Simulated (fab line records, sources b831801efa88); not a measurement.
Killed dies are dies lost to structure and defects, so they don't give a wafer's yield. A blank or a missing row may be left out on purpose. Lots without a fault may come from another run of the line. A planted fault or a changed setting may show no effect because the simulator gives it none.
One fault seen from 2 desks | flow sky130 | each desk has only its own numbers; what lay behind them comes last

THE METROLOGY DESK
What the gauges read, lot by lot, whatever tool the lot ran on: means of the sampled wafers that have a number. A lot is out of limits, marked OUT, if its mean lies more than 4 standard deviations from the usual mean; the brackets give that distance.
Columns: A = METAL1_OVL at SKY_METAL1_OVL_MEAS_16, usual 3 nm; B = VIA1_W_THK at SKY_VIA1_THK_MEAS_23, usual 263 nm
lot  | first seen here | A  | B
L745 | day 33 07:35    | 5  | 265
L747 | day 34 01:19    | -1 | 261
L749 | day 34 15:04    | 6  | 268
L750 | day 35 01:31    | 3  | 262
L751 | day 35 09:30    | 0  | 262
L752 | day 35 11:40    | 3  | 266
L753 | day 35 17:13    | -3 | 267
L754 | day 36 11:24    | -1 | 260
L756 | day 36 21:02    | 6  | 260
L757 | day 37 08:49    | -1 | 254
L758 | day 37 12:29    | 11 | 268
L759 | day 37 19:31    | 9  | 263
L762 | day 38 20:31    | 6  | 261
L764 | day 39 02:10    | 8  | 266
This desk's finding: nothing out of limits on any of the 14 lots.

THE TOOL OWNER'S DESK: implanter-01
The tool's own readings at SKY_LDD_N_IMPLANT_11: means of the sampled wafers that have a number, for each lot that ran on this tool. A lot is out of limits, marked OUT, if its mean lies more than 4 standard deviations from the usual mean; the brackets give that distance.
Columns: A = dose_ions_cm2 at SKY_LDD_N_IMPLANT_11, usual 7.501e+13; B = faraday_current_uA at SKY_LDD_N_IMPLANT_11, usual 423
lot  | first seen here | A                           | B
L749 | day 19 22:35    | 7.499e+13                   | 418
L751 | day 20 18:38    | 7.503e+13                   | 421
L752 | day 20 20:59    | 7.507e+13                   | 420
L756 | day 22 14:11    | 7.504e+13                   | 422
L757 | day 22 22:22    | 7.490e+13                   | 422
L759 | day 23 10:50    | 6.325e+13 (-99 or more) OUT | 360 (-7.5) OUT
L762 | day 24 16:25    | 6.325e+13 (-99 or more) OUT | 355 (-8.1) OUT
This desk's finding: out of limits on L759, L762; first on L759, day 23 10:50 (dose_ions_cm2 at SKY_LDD_N_IMPLANT_11). In limits: L749, L751, L752, L756, L757.

PUT TOGETHER
The tool owner's desk could have raised an alarm at day 23 10:50, on L759, L762.
The metrology desk saw nothing out of limits.
The metrology desk has L759, L762 on record, within its limits.
Of the lots named, all ran SKY_LDD_N_IMPLANT_11 on implanter-01.

WHAT THE SIMULATOR HAD PUT IN
Process parameter drift: implanter-01, from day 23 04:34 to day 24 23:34, at SKY_LDD_N_IMPLANT_11. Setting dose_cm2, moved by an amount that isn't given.
Lots struck among those shown: L759, L762.
Hours from the fault's start to each desk's first reading out of limits: the tool owner's desk, 6.
